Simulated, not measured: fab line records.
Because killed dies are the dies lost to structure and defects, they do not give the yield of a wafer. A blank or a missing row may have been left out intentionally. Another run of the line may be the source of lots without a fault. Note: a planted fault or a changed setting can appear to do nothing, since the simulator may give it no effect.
Which of the tools did it? || flow sky130 || 11 lots, 33 wafers sampled, at 6 steps of a route of 708

WHAT EACH GAUGE READ, for each wafer
SKY_SD_P_TW_MEAS_11. Usual: SD_P_TW 2832, standard deviation 11.
{"lot": "L110", "measured": "day 25 09:32", "on": "film-metro-01", "SD_P_TW": "2818 2823 2817", "flag": ""}
{"lot": "L115", "measured": "day 27 16:08", "on": "film-metro-01", "SD_P_TW": "2827 2834 2819", "flag": ""}
{"lot": "L117", "measured": "day 27 21:59", "on": "film-metro-01", "SD_P_TW": "2708 2713 2709", "flag": "OFF"}
{"lot": "L119", "measured": "day 28 21:08", "on": "film-metro-01", "SD_P_TW": "2806 2829 2817", "flag": ""}
{"lot": "L121", "measured": "day 29 07:06", "on": "film-metro-02", "SD_P_TW": "2720 2721 2720", "flag": "OFF"}
{"lot": "L125", "measured": "day 31 08:29", "on": "film-metro-01", "SD_P_TW": "2838 2839 2822", "flag": ""}
{"lot": "L127", "measured": "day 32 15:04", "on": "film-metro-02", "SD_P_TW": "2829 2825 2818", "flag": ""}
{"lot": "L128", "measured": "day 32 16:06", "on": "film-metro-03", "SD_P_TW": "2843 2840 2833", "flag": ""}
{"lot": "L131", "measured": "day 32 19:22", "on": "film-metro-03", "SD_P_TW": "2840 2827 2827", "flag": ""}
{"lot": "L130", "measured": "day 32 22:23", "on": "film-metro-01", "SD_P_TW": "2836 2813 2817", "flag": ""}
{"lot": "L133", "measured": "day 33 22:04", "on": "film-metro-02", "SD_P_TW": "2841 2842 2845", "flag": ""}

SKY_SD_N_RS_MEAS_17: measurement is done with a four-point probe. Usual: SD_P_RS 147.2 ohm/sq, standard deviation 0.4.
{"lot": "L110", "measured": "day 27 21:09", "on": "film-metro-03", "SD_P_RS (ohm/sq)": "147.0 147.2 147.3", "flag": ""}
{"lot": "L115", "measured": "day 30 01:17", "on": "film-metro-01", "SD_P_RS (ohm/sq)": "146.9 146.7 146.9", "flag": ""}
{"lot": "L117", "measured": "day 30 06:59", "on": "film-metro-01", "SD_P_RS (ohm/sq)": "150.5 150.4 150.3", "flag": "OFF"}
{"lot": "L119", "measured": "day 31 05:15", "on": "film-metro-02", "SD_P_RS (ohm/sq)": "147.5 147.6 148.0", "flag": ""}
{"lot": "L121", "measured": "day 31 15:17", "on": "film-metro-03", "SD_P_RS (ohm/sq)": "150.8 151.6 150.6", "flag": "OFF"}
{"lot": "L125", "measured": "day 33 15:38", "on": "film-metro-02", "SD_P_RS (ohm/sq)": "146.6 146.8 146.8", "flag": ""}
{"lot": "L127", "measured": "day 34 22:31", "on": "film-metro-03", "SD_P_RS (ohm/sq)": "147.2 147.2 147.7", "flag": ""}
{"lot": "L128", "measured": "day 34 22:55", "on": "film-metro-02", "SD_P_RS (ohm/sq)": "146.8 146.8 147.2", "flag": ""}
{"lot": "L131", "measured": "day 35 01:38", "on": "film-metro-03", "SD_P_RS (ohm/sq)": "147.1 146.6 146.9", "flag": ""}
{"lot": "L130", "measured": "day 35 04:15", "on": "film-metro-03", "SD_P_RS (ohm/sq)": "147.5 147.2 147.5", "flag": ""}
{"lot": "L133", "measured": "day 36 04:29", "on": "film-metro-03", "SD_P_RS (ohm/sq)": "147.5 147.1 147.4", "flag": ""}

SKY_METAL1_THK_MEAS_06: measures by xrf. Usual: METAL1_ALCU_THK 261 nm, standard deviation 3.6.
{"lot": "L110", "measured": "day 31 14:49", "on": "film-metro-03", "METAL1_ALCU_THK (nm)": "258 253 257", "flag": ""}
{"lot": "L115", "measured": "day 33 16:57", "on": "film-metro-01", "METAL1_ALCU_THK (nm)": "268 265 266", "flag": ""}
{"lot": "L117", "measured": "day 33 22:25", "on": "film-metro-03", "METAL1_ALCU_THK (nm)": "258 258 257", "flag": ""}
{"lot": "L119", "measured": "day 34 19:10", "on": "film-metro-03", "METAL1_ALCU_THK (nm)": "262 264 259", "flag": ""}
{"lot": "L121", "measured": "day 35 05:56", "on": "film-metro-03", "METAL1_ALCU_THK (nm)": "255 257 256", "flag": ""}
{"lot": "L125", "measured": "day 37 05:23", "on": "film-metro-03", "METAL1_ALCU_THK (nm)": "257 259 261", "flag": ""}
{"lot": "L127", "measured": "day 38 11:05", "on": "film-metro-03", "METAL1_ALCU_THK (nm)": "255 254 256", "flag": ""}
{"lot": "L128", "measured": "day 38 11:07", "on": "film-metro-04", "METAL1_ALCU_THK (nm)": "259 256 257", "flag": ""}
{"lot": "L131", "measured": "day 38 12:37", "on": "film-metro-01", "METAL1_ALCU_THK (nm)": "261 264 265", "flag": ""}
{"lot": "L130", "measured": "day 38 14:53", "on": "film-metro-03", "METAL1_ALCU_THK (nm)": "262 260 258", "flag": ""}
{"lot": "L133", "measured": "day 39 14:43", "on": "film-metro-01", "METAL1_ALCU_THK (nm)": "261 258 260", "flag": ""}

SKY_VIA1_BOW_MEAS_03. Usual: VIA1_BOW 78 um, standard deviation 7.1.
{"lot": "L110", "measured": "day 32 19:38", "on": "film-metro-01", "VIA1_BOW (um)": "74 79 78", "flag": ""}
{"lot": "L115", "measured": "day 34 20:59", "on": "film-metro-01", "VIA1_BOW (um)": "77 71 70", "flag": ""}
{"lot": "L117", "measured": "day 35 02:24", "on": "film-metro-03", "VIA1_BOW (um)": "76 81 70", "flag": ""}
{"lot": "L119", "measured": "day 35 23:21", "on": "film-metro-01", "VIA1_BOW (um)": "85 63 73", "flag": ""}
{"lot": "L121", "measured": "day 36 09:25", "on": "film-metro-03", "VIA1_BOW (um)": "85 62 63", "flag": ""}
{"lot": "L125", "measured": "day 38 08:32", "on": "film-metro-03", "VIA1_BOW (um)": "74 72 68", "flag": ""}
{"lot": "L127", "measured": "day 39 13:29", "on": "film-metro-02", "VIA1_BOW (um)": "78 72 72", "flag": ""}
{"lot": "L128", "measured": "day 39 13:48", "on": "film-metro-02", "VIA1_BOW (um)": "76 67 73", "flag": ""}
{"lot": "L131", "measured": "day 39 15:08", "on": "film-metro-01", "VIA1_BOW (um)": "90 81 82", "flag": ""}
{"lot": "L130", "measured": "day 39 17:01", "on": "film-metro-01", "VIA1_BOW (um)": "88 81 81", "flag": ""}
{"lot": "L133", "measured": "day 40 16:41", "on": "film-metro-03", "VIA1_BOW (um)": "86 71 76", "flag": ""}

EACH LOT AND THE TOOL THAT RAN IT (in order: tool; ch and the chambers of the sampled wafers; start)
{"lot": "L110", "SKY_SD_P_IMPLANT_09": "implanter-03 ch 0, day 25 09:17", "SKY_SD_P_STRIP_10": "plasma-asher-01 ch 0,1, day 25 09:26"}
{"lot": "L115", "SKY_SD_P_IMPLANT_09": "implanter-04 ch 0, day 27 15:55", "SKY_SD_P_STRIP_10": "plasma-asher-02 ch 0,1, day 27 16:04"}
{"lot": "L117", "SKY_SD_P_IMPLANT_09": "implanter-03 ch 0, day 27 21:44", "SKY_SD_P_STRIP_10": "plasma-asher-01 ch 0,1, day 27 21:53"}
{"lot": "L119", "SKY_SD_P_IMPLANT_09": "implanter-04 ch 0, day 28 20:53", "SKY_SD_P_STRIP_10": "plasma-asher-02 ch 0,1, day 28 21:02"}
{"lot": "L121", "SKY_SD_P_IMPLANT_09": "implanter-03 ch 0, day 29 06:52", "SKY_SD_P_STRIP_10": "plasma-asher-03 ch 0,1, day 29 06:59"}
{"lot": "L125", "SKY_SD_P_IMPLANT_09": "implanter-04 ch 0, day 31 08:10", "SKY_SD_P_STRIP_10": "plasma-asher-02 ch 0,1, day 31 08:19"}
{"lot": "L127", "SKY_SD_P_IMPLANT_09": "implanter-01 ch 0, day 32 14:49", "SKY_SD_P_STRIP_10": "plasma-asher-02 ch 0,1, day 32 14:58"}
{"lot": "L128", "SKY_SD_P_IMPLANT_09": "implanter-04 ch 0, day 32 15:52", "SKY_SD_P_STRIP_10": "plasma-asher-03 ch 1, day 32 15:59"}
{"lot": "L131", "SKY_SD_P_IMPLANT_09": "implanter-03 ch 0, day 32 19:09", "SKY_SD_P_STRIP_10": "plasma-asher-02 ch 0,1, day 32 19:17"}
{"lot": "L130", "SKY_SD_P_IMPLANT_09": "implanter-03 ch 0, day 32 22:09", "SKY_SD_P_STRIP_10": "plasma-asher-02 ch 0,1, day 32 22:16"}
{"lot": "L133", "SKY_SD_P_IMPLANT_09": "implanter-03 ch 0, day 33 21:52", "SKY_SD_P_STRIP_10": "plasma-asher-01 ch 0,1, day 33 21:58"}
- SKY_SD_P_IMPLANT_09
- SKY_SD_P_STRIP_10: strips in O2/N2.

WHAT THE TOOLS THEMSELVES READ (means of the sampled wafers that have a number; where no wafer has one, the mark that the record gives instead)
SKY_SD_P_IMPLANT_09. Usual: beam-on-s 14.4 s, standard deviation 0.61; faraday-current-uA 11420, standard deviation 480.
{"lot": "L110", "tool": "implanter-03", "beam-on-s (s)": 14.4, "faraday-current-uA": 11383, "flag": ""}
{"lot": "L115", "tool": "implanter-04", "beam-on-s (s)": 14.8, "faraday-current-uA": 11071, "flag": ""}
{"lot": "L117", "tool": "implanter-03", "beam-on-s (s)": 11.5, "faraday-current-uA": 14250, "flag": "OFF"}
{"lot": "L119", "tool": "implanter-04", "beam-on-s (s)": 15.0, "faraday-current-uA": 11012, "flag": ""}
{"lot": "L121", "tool": "implanter-03", "beam-on-s (s)": 11.7, "faraday-current-uA": 14013, "flag": "OFF"}
{"lot": "L125", "tool": "implanter-04", "beam-on-s (s)": 14.7, "faraday-current-uA": 11140, "flag": ""}
{"lot": "L127", "tool": "implanter-01", "beam-on-s (s)": 13.6, "faraday-current-uA": 12025, "flag": ""}
{"lot": "L128", "tool": "implanter-04", "beam-on-s (s)": 15.1, "faraday-current-uA": 10887, "flag": ""}
{"lot": "L131", "tool": "implanter-03", "beam-on-s (s)": 14.5, "faraday-current-uA": 11286, "flag": ""}
{"lot": "L130", "tool": "implanter-03", "beam-on-s (s)": 14.7, "faraday-current-uA": 11178, "flag": ""}
{"lot": "L133", "tool": "implanter-03", "beam-on-s (s)": 14.4, "faraday-current-uA": 11367, "flag": ""}

SKY_SD_P_STRIP_10. Usual: drypump-motor-current-A 5.7 A, standard deviation 0.41; oes-product-au 0.618 a.u., standard deviation 0.0044; strip-time-to-endpoint-s 17.47 s, standard deviation 0.033.
{"lot": "L110", "tool": "plasma-asher-01", "drypump-motor-current-A (A)": 6.3, "oes-product-au (a.u.)": 0.622, "strip-time-to-endpoint-s (s)": 17.47, "flag": ""}
{"lot": "L115", "tool": "plasma-asher-02", "drypump-motor-current-A (A)": 5.4, "oes-product-au (a.u.)": 0.618, "strip-time-to-endpoint-s (s)": 17.43, "flag": ""}
{"lot": "L117", "tool": "plasma-asher-01", "drypump-motor-current-A (A)": 6.0, "oes-product-au (a.u.)": 0.631, "strip-time-to-endpoint-s (s)": 17.02, "flag": "OFF"}
{"lot": "L119", "tool": "plasma-asher-02", "drypump-motor-current-A (A)": 5.5, "oes-product-au (a.u.)": 0.617, "strip-time-to-endpoint-s (s)": 17.49, "flag": ""}
{"lot": "L121", "tool": "plasma-asher-03", "drypump-motor-current-A (A)": 5.6, "oes-product-au (a.u.)": 0.624, "strip-time-to-endpoint-s (s)": 17.06, "flag": "OFF"}
{"lot": "L125", "tool": "plasma-asher-02", "drypump-motor-current-A (A)": 5.5, "oes-product-au (a.u.)": 0.619, "strip-time-to-endpoint-s (s)": 17.46, "flag": ""}
{"lot": "L127", "tool": "plasma-asher-02", "drypump-motor-current-A (A)": 5.4, "oes-product-au (a.u.)": 0.619, "strip-time-to-endpoint-s (s)": 17.48, "flag": ""}
{"lot": "L128", "tool": "plasma-asher-03", "drypump-motor-current-A (A)": 5.7, "oes-product-au (a.u.)": 0.615, "strip-time-to-endpoint-s (s)": 17.48, "flag": ""}
{"lot": "L131", "tool": "plasma-asher-02", "drypump-motor-current-A (A)": 5.4, "oes-product-au (a.u.)": 0.618, "strip-time-to-endpoint-s (s)": 17.48, "flag": ""}
{"lot": "L130", "tool": "plasma-asher-02", "drypump-motor-current-A (A)": 5.5, "oes-product-au (a.u.)": 0.621, "strip-time-to-endpoint-s (s)": 17.44, "flag": ""}
{"lot": "L133", "tool": "plasma-asher-01", "drypump-motor-current-A (A)": 6.0, "oes-product-au (a.u.)": 0.616, "strip-time-to-endpoint-s (s)": 17.43, "flag": ""}

THE ANSWER, worked out from the rows above alone
Rule: a lot is off if the mean of its wafers that have a number lies more than 3 standard deviations from the usual mean. Also off: a lot with no number at a reading for which 4 or more lots have one. All remaining lots with rows at the step are treated as sound. First the gauges in route order, then the tools' own readings, where a lot's mean is used as printed above. At the first step where some lot is off, the reading lying furthest off is the one used; lots without a number count as furthest.
Off: L117, L121, seen at SKY_SD_P_TW_MEAS_11 (SD_P_TW).
A tool fits if, at a process step before that reading, it ran every lot that is off, and no sound lot after the first of them. The gauges at SKY_SD_P_TW_MEAS_11 aren't tried: what is off there is off at SKY_SD_P_IMPLANT_09 too, on other tools, and a gauge's error can't cause that. No candidate that was tried fits.

WHAT THE SIMULATOR HAD INSERTED
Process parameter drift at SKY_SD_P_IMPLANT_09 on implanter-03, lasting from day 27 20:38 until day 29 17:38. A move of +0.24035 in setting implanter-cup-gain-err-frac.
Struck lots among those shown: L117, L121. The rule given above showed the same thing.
